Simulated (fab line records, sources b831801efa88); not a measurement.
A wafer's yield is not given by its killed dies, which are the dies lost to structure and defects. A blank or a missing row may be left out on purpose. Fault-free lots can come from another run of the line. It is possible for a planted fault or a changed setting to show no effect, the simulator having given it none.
Chamber matching ; flow sky130 ; rieSi-02 running SKY_FIELD_ISO_ETCH_17: 4 sister chambers
The step etches Si in HBr/Cl2/O2, target depth 342 nm, time 97.7 s. 8 wafers are shown with their chamber, then 7 later ones without.

## EACH WAFER AND ITS CHAMBER
wafer;chamber;drypumpMotorCurrentA (A);oesProductAu (a.u.)
L931.6;2;5.3;0.996
L932.2;0;5.7;1.008
L932.3;1;5.4;1.010
L932.5;3;5.3;0.991
L934.2;0;5.7;1.014
L934.4;3;5.2;1.001
L934.6;1;5.5;1.018
L936.1;2;5.3;1.002

## WAFERS WITH NO CHAMBER GIVEN
wafer;drypumpMotorCurrentA (A);oesProductAu (a.u.)
L936.3;5.2;0.988
L936.4;5.6;1.017
L937.1;5.3;1.001
L937.3;5.2;0.995
L937.5;5.3;0.999
L947.2;5.7;1.023
L947.5;5.3;1.001

## THE CHAMBER EACH PASSED THROUGH
wafer;from the rows above;in truth
L936.3;can't be placed: 3 or 2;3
L936.4;can't be placed: 0 or 1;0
L937.1;can't be placed: 2 or 3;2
L937.3;can't be placed: 3 or 2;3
L937.5;can't be placed: 2 or 3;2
L947.2;0;0
L947.5;can't be placed: 2 or 3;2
Placed correctly: 1 of 7. These rows do not allow placing 6 (true chamber among the candidates in 6). Wrongly placed: 0.
How it was worked out, from the rows above alone: a wafer's distance from a chamber is the root of the sum, over the readings, of the square of ((its reading less the chamber's mean) divided by the reading's scatter). If the next closest chamber is less than 2 further off than the closest, the wafer can't be placed; otherwise it belongs to the closest. The mean given for a chamber averages the wafers shown for that chamber. The scatter is the square root of a quotient: the sum, over the shown wafers, of each reading's squared deviation from its chamber's mean, divided by wafers minus chambers.
